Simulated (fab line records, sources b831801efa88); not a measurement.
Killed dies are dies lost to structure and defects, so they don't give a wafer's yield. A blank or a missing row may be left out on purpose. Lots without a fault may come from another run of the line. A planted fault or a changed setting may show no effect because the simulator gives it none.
Which tool did it? | flow gf180mcu | 6 lots, 18 wafers sampled, at 2 steps of a route of 602

WHAT THE GAUGES READ, wafer by wafer
GF_V5_RS_MEAS_24: measures by four-point-probe.
lot  | measured     | on            | V5_W_RS (ohm/sq)
L147 | day 28 11:59 | film_metro-01 | 0.327 0.328 0.327
L151 | day 29 06:42 | film_metro-02 | 0.327 0.333 0.330
L153 | day 29 22:11 | film_metro-01 | 0.330 0.327 0.331
L157 | day 31 06:41 | film_metro-01 | 0.327 0.317 0.320
L160 | day 32 19:19 | film_metro-01 | 0.333 0.328 0.225
L166 | day 33 20:13 | film_metro-01 | 0.326 0.316 0.313

WHICH TOOL RAN EACH LOT (tool, then ch and the chambers of the sampled wafers, then the start)
lot  | GF_V5_CVD_23
L147 | cvd_w-01 ch 0,1, day 28 11:52
L151 | cvd_w-01 ch 0,1, day 29 06:35
L153 | cvd_w-01 ch 0,1, day 29 22:03
L157 | cvd_w-02 ch 0,1, day 31 06:34
L160 | cvd_w-01 ch 0,1, day 32 19:12
L166 | cvd_w-02 ch 0,1, day 33 20:06
- GF_V5_CVD_23: deposits W, target thk 350 nm, time 104.9 s.

THE ANSWER, worked out from the rows above alone
Rule: what is usual is taken from the lots themselves. Put in order of their means at a reading, lots are off if they are a third of the lots or fewer, leave a main group of 4 or more, and stand apart from it by a gap of 3 or more times the standard deviation of the main group's means; of several such gaps the widest counts. A main group whose means are all the same, to the digits that the tables above print for the reading, isn't used. A lot without any number at a reading at which 4 lots or more have one is off too. The other lots that the step has rows for count as sound.
Off: L160, at GF_V5_RS_MEAS_24 (V5_W_RS). The main group: mean 0.325 ohm/sq, standard deviation 0.0046.
A tool fits if, at a process step before that reading, it ran every lot that is off, and no sound lot after the first of them. The gauges at GF_V5_RS_MEAS_24 are tried like those tools. One fits: cvd_w-01 at GF_V5_CVD_23. Its last sound lot is L153 (day 29 22:03), its first lot that is off L160 (day 32 19:12): a fault that began between those two fits.

WHAT THE SIMULATOR HAD PUT IN
Process parameter drift: cvd_w-01, from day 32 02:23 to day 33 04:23, at GF_V5_CVD_23. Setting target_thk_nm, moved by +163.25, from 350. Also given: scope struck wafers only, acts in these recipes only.
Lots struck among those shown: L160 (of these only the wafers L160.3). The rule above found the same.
